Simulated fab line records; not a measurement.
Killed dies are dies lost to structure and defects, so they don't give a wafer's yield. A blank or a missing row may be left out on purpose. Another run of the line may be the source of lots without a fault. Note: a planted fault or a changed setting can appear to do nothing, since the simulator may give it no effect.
Matching of chambers | flow gf180mcu | GF_V3_CMP_04 on cmp-02 has 4 sister chambers
The step polishes SiO2. 8 wafers are shown with their chamber, then 8 later ones without.

== WAFERS WITH THEIR CHAMBER ==
wafer  | chamber | motor-current-A (A) | time-to-endpoint-s (s)
L816.6 | 0       | 13.4                | 92
L821.2 | 2       | 11.9                | 71
L821.5 | 3       | 12.0                | 84
L821.6 | 2       | 11.3                | 85
L824.1 | 1       | 12.7                | 76
L824.2 | 0       | 13.2                | 75
L824.4 | 3       | 11.8                | 86
L827.1 | 1       | 12.5                | 80

== WAFERS WITH NO CHAMBER GIVEN ==
wafer  | motor-current-A (A) | time-to-endpoint-s (s)
L827.5 | 11.6                | 87
L827.6 | 11.2                | 77
L829.3 | 11.5                | 74
L829.4 | 12.8                | 94
L829.5 | 12.6                | 81
L831.1 | 13.1                | 81
L831.2 | 12.4                | 80
L831.6 | 13.2                | 91

== WHICH CHAMBER EACH WENT THROUGH ==
wafer  | from the rows above          | in truth
L827.5 | can't be placed: 2 or 3      | 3
L827.6 | can't be placed: 2 or 3      | 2
L829.3 | can't be placed: 2 or 3      | 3
L829.4 | can't be placed: 1 or 0 or 3 | 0
L829.5 | 1                            | 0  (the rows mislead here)
L831.1 | can't be placed: 0 or 1      | 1
L831.2 | can't be placed: 1 or 3      | 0
L831.6 | can't be placed: 0 or 1      | 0
Placed correctly: 0 of 8. Can't be placed from these rows: 7 (the true chamber is among the candidates in 6). Wrongly placed: 1.
How it was worked out, from the rows above alone: a wafer's distance from a chamber is the root of the sum, over the readings, of the square of ((its reading less the chamber's mean) divided by the reading's scatter). If the next closest chamber is less than 2 further off than the closest, the wafer can't be placed; otherwise it belongs to the closest. For every chamber, the mean is computed from those of its wafers that are shown. How the scatter is found: for the shown wafers, subtract from each reading the mean of its chamber, square and add these, divide the total by (wafers less chambers), then take the root.
